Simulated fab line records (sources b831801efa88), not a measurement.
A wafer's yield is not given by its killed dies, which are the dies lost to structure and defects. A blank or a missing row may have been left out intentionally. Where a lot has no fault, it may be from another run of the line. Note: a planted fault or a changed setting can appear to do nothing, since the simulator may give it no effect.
One fault through the eyes of 2 desks | flow sky130 | numbers are kept per desk, each desk with only its own; the story behind them comes last

== DESK OF THE TOOL OWNER: lithoTrack-04 ==
The tool's own readings at SKY_FIELD_ISO_COAT_08 (resist thk 450 nm): means of the sampled wafers that have a number, for each lot that ran on this tool. The brackets show how far a lot's mean lies from the usual mean; more than 4 standard deviations puts the lot out of limits, marked OUT.
Columns: A = chillPlateTempC at SKY_FIELD_ISO_COAT_08, usual 23.01 C; B = resistLineTempC at SKY_FIELD_ISO_COAT_08, usual 22.98 C
lot  | first seen here | A     | B
L208 | day 2 12:00     | 23.03 | 22.95
L213 | day 3 08:00     | 22.97 | 23.11
L214 | day 3 16:00     | 22.87 | 23.04
L216 | day 4 01:00     | 22.95 | 22.88
L217 | day 4 06:00     | 23.04 | 23.04
Result from this desk: across the 5 lots, nothing is out of limits.

== FROM THE METROLOGY DESK ==
Means of the sampled wafers that have a number, per lot and without regard to the tool the lot ran on: this is what the gauges read. The brackets show how far a lot's mean lies from the usual mean; more than 4 standard deviations puts the lot out of limits, marked OUT.
Columns: A = CONTACT_HDPCVD_THK at SKY_CONTACT_THK_MEAS_03, usual 564 nm
lot  | first seen here | A
L208 | day 31 10:01    | 568
L207 | day 31 10:29    | 574
L206 | day 31 12:04    | 560
L210 | day 31 19:23    | 568
L213 | day 32 22:32    | 563
L214 | day 33 09:49    | 570
L216 | day 33 23:26    | 560
L217 | day 34 00:56    | 561
L220 | day 35 06:23    | 560
L222 | day 35 11:37    | 560
L226 | day 37 10:32    | 556
L229 | day 37 20:12    | 559
Result from this desk: across the 12 lots, nothing is out of limits.

== TAKEN TOGETHER ==
Nothing out of limits was seen by the tool owner's desk.
The metrology desk saw nothing out of limits.

== WHAT THE SIMULATOR PUT IN ==
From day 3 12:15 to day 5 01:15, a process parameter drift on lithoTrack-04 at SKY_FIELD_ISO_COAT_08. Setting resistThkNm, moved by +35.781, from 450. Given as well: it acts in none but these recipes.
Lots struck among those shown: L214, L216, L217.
